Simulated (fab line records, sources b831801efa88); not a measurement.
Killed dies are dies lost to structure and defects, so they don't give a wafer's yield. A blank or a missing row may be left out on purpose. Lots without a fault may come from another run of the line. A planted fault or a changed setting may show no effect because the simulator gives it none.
Chamber matching | flow gf180mcu | GF_SAB_CVD_00 on pecvd-03: 3 sister chambers
The step deposits SiO2 from TEOS, target thk 50 nm, time 4.788 s. 3 wafers are shown with their chamber, then 7 later ones without.

WAFERS WITH THEIR CHAMBER
wafer  | chamber | heater_power_w (W)
L537.3 | 2       | 703
L547.4 | 0       | 651
L547.5 | 1       | 717

WAFERS WITHOUT THEIR CHAMBER
wafer  | heater_power_w (W)
L547.6 | 682
L550.3 | 606
L550.5 | 598
L550.6 | 595
L552.1 | 647
L552.2 | 710
L552.5 | 740

WHICH CHAMBER EACH WENT THROUGH
wafer  | from the rows above          | in truth
L547.6 | can't be placed: 2 or 0 or 1 | 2
L550.3 | can't be placed: 0 or 2 or 1 | 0
L550.5 | can't be placed: 0 or 2 or 1 | 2
L550.6 | can't be placed: 0 or 2 or 1 | 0
L552.1 | can't be placed: 0 or 2 or 1 | 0
L552.2 | can't be placed: 1 or 2 or 0 | 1
L552.5 | can't be placed: 1 or 2 or 0 | 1
Placed correctly: 0 of 7. Can't be placed from these rows: 7 (the true chamber is among the candidates in 7). Placed wrongly: 0.
How it was worked out, from the rows above alone: a wafer's distance from a chamber is the root of the sum, over the readings, of the square of ((its reading less the chamber's mean) divided by the reading's scatter). The wafer belongs to the nearest chamber; if the next one is less than 2 further off, it can't be placed. A chamber's mean is the mean of its shown wafers. The scatter: with one shown wafer a chamber, the root of the mean of the squares of how far each hidden wafer lies from its nearest shown one.
